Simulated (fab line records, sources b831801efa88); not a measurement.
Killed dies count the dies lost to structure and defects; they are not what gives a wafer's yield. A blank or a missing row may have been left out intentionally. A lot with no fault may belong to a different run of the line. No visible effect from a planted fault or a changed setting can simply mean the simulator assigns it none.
The tool behind it: which one? + flow gf180mcu + 15 lots, 45 wafers sampled, at 4 steps of a route of 602

WHAT THE GAUGES SHOWED, per wafer
GF_NWELL_OVL_MEAS_07. Usual: for NWELL_OVL the level is 1.2 nm and the standard deviation is 1.2.
| lot  | measured    | on         | NWELL_OVL (nm) | flag |
|------|-------------|------------|----------------|------|
| L510 | day 3 13:34 | overlay-01 | 0.5 0.2 0.4    |      |
| L512 | day 3 23:43 | overlay-01 | -0.5 1.4 -0.4  |      |
| L514 | day 4 09:55 | overlay-02 | 0.7 0.2 1.5    |      |
| L515 | day 4 15:37 | overlay-02 | 2.9 1.2 2.5    |      |
| L517 | day 5 05:01 | overlay-01 | -0.4 0.8 0.5   |      |
| L519 | day 5 14:04 | overlay-02 | 1.1 1.4 -0.1   |      |
| L520 | day 5 20:49 | overlay-01 | 2.9 2.7 1.5    |      |
| L521 | day 6 01:13 | overlay-01 | 1.1 0.8 0.3    |      |
| L522 | day 6 04:58 | overlay-01 | 1.4 -0.7 -1.3  |      |
| L526 | day 7 04:43 | overlay-02 | 3.5 1.5 3.0    |      |
| L527 | day 7 09:16 | overlay-01 | 3.6 2.6 0.9    |      |
| L529 | day 7 19:25 | overlay-01 | -0.5 0.0 0.7   |      |
| L530 | day 8 04:28 | overlay-02 | 0.7 2.5 1.8    |      |
| L531 | day 8 10:55 | overlay-01 | 1.8 1.5 1.1    |      |
| L532 | day 8 13:33 | overlay-01 | 3.3 2.3 2.0    |      |

GF_HV_LDD_OVL_MEAS_08. Usual: for HV_LDD_OVL the level is -0.4 nm and the standard deviation is 1.4.
| lot  | measured     | on         | HV_LDD_OVL (nm) | flag |
|------|--------------|------------|-----------------|------|
| L510 | day 10 09:16 | overlay-02 | -0.1 -1.0 -0.1  |      |
| L512 | day 10 21:32 | overlay-02 | -1.9 0.5 -0.8   |      |
| L514 | day 11 12:41 | overlay-02 | -1.7 -2.0 -2.6  |      |
| L515 | day 11 21:29 | overlay-01 | 0.3 0.5 0.0     |      |
| L517 | day 12 14:01 | overlay-01 | -1.8 -1.6 -2.1  |      |
| L519 | day 13 02:02 | overlay-02 | 1.5 2.5 0.6     |      |
| L526 | day 15 11:40 | overlay-02 | 2.2 1.5 1.9     |      |
| L527 | day 15 11:58 | overlay-01 | 1.7 -0.4 -0.3   |      |
| L529 | day 16 00:02 | overlay-02 | 0.4 1.4 -0.9    |      |
| L530 | day 16 15:23 | overlay-02 | 0.7 -0.2 -1.6   |      |
| L531 | day 16 19:44 | overlay-01 | -1.7 -3.4 -3.0  |      |
| L532 | day 17 03:20 | overlay-02 | 0.8 -1.6 1.0    |      |

GF_HV_LDD_TW_MEAS_50. Usual: for HV_LDD_4_TW the level is 566 and the standard deviation is 5.8.
| lot  | measured     | on            | HV_LDD_4_TW | flag |
|------|--------------|---------------|-------------|------|
| L510 | day 12 19:55 | film_metro-01 | 570 567 571 |      |
| L512 | day 13 08:37 | film_metro-02 | 570 569 569 |      |
| L514 | day 14 01:17 | film_metro-02 | 563 566 563 |      |
| L515 | day 14 10:46 | film_metro-01 | 566 570 569 |      |
| L517 | day 15 04:27 | film_metro-01 | 574 570 571 |      |
| L519 | day 15 17:19 | film_metro-02 | 563 565 564 |      |
| L526 | day 18 09:46 | film_metro-04 | 551 551 554 |      |
| L527 | day 18 10:55 | film_metro-02 | 565 567 562 |      |
| L529 | day 18 23:40 | film_metro-01 | 570 570 570 |      |
| L530 | day 19 15:52 | film_metro-01 | 573 571 573 |      |
| L531 | day 19 21:57 | film_metro-01 | 572 572 572 |      |
| L532 | day 20 05:06 | film_metro-01 | 570 571 570 |      |

TOOL THAT RAN EACH LOT (tool first, then ch and the chambers of the sampled wafers, then the start)
| lot  | GF_VT_IMPLANT_DEVELOP_28          |
|------|-----------------------------------|
| L510 | litho_track-01 ch 0, day 7 03:33  |
| L512 | litho_track-04 ch 0, day 7 16:16  |
| L514 | litho_track-04 ch 0, day 8 05:04  |
| L515 | litho_track-01 ch 0, day 8 11:50  |
| L517 | litho_track-01 ch 0, day 9 02:36  |
| L519 | litho_track-01 ch 0, day 9 14:56  |
| L520 | litho_track-04, day 10 00:34      |
| L521 | litho_track-04, day 10 04:52      |
| L522 | litho_track-01, day 10 09:54      |
| L526 | litho_track-01 ch 0, day 11 14:26 |
| L527 | litho_track-04 ch 0, day 11 17:35 |
| L529 | litho_track-01 ch 0, day 12 05:08 |
| L530 | litho_track-01 ch 0, day 12 17:53 |
| L531 | litho_track-03 ch 0, day 12 23:43 |
| L532 | litho_track-03 ch 0, day 13 03:04 |
- GF_VT_IMPLANT_DEVELOP_28: develop time 60 s.

WHAT THE TOOLS THEMSELVES READ (means of the sampled wafers that have a number; where no wafer has one, the mark that the record gives instead)
GF_VT_IMPLANT_DEVELOP_28. Usual: chill_plate_temp_C 23.00 C, standard deviation 0.11; exhaust_pa 45.2 Pa, standard deviation 0.83.
| lot  | tool           | chill_plate_temp_C (C) | exhaust_pa (Pa) | flag |
|------|----------------|------------------------|-----------------|------|
| L510 | litho_track-01 | 22.97                  | 46.1            |      |
| L512 | litho_track-04 | 22.96                  | 46.0            |      |
| L514 | litho_track-04 | 23.04                  | 44.9            |      |
| L515 | litho_track-01 | 22.94                  | 45.0            |      |
| L517 | litho_track-01 | 23.05                  | 44.9            |      |
| L519 | litho_track-01 | 23.13                  | 44.5            |      |
| L520 | litho_track-04 | -                      | -               | OFF  |
| L521 | litho_track-04 | -                      | -               | OFF  |
| L522 | litho_track-01 | -                      | -               | OFF  |
| L526 | litho_track-01 | 23.13                  | 45.6            |      |
| L527 | litho_track-04 | 23.02                  | 45.6            |      |
| L529 | litho_track-01 | 22.97                  | 45.3            |      |
| L530 | litho_track-01 | 23.17                  | 45.4            |      |
| L531 | litho_track-03 | 22.94                  | 44.9            |      |
| L532 | litho_track-03 | 22.95                  | 45.4            |      |

THE ANSWER, worked out from the rows above alone
Rule: take the mean of a lot's wafers that have a number; if it is more than 3 standard deviations from the usual mean, the lot is off. A lot without any number at a reading at which 4 lots or more have one is off too. Where the step has rows for the other lots, those lots are counted as sound. Order of review: gauges by route order, followed by the tools' own readings, for which a lot's mean as printed above is used. The first step at which some lot is off is used, and at that step the reading that is off furthest; a lot without a number counts as furthest.
Off: L520, L521, L522, at GF_VT_IMPLANT_DEVELOP_28 (chill_plate_temp_C). Without a number there: L520, L521, L522.
If a tool, at that step or one of the process steps before it, ran each lot that is off and ran no sound lot following the first of them, it fits. No candidate that was tried fits.

WHAT THE SIMULATOR PUT IN
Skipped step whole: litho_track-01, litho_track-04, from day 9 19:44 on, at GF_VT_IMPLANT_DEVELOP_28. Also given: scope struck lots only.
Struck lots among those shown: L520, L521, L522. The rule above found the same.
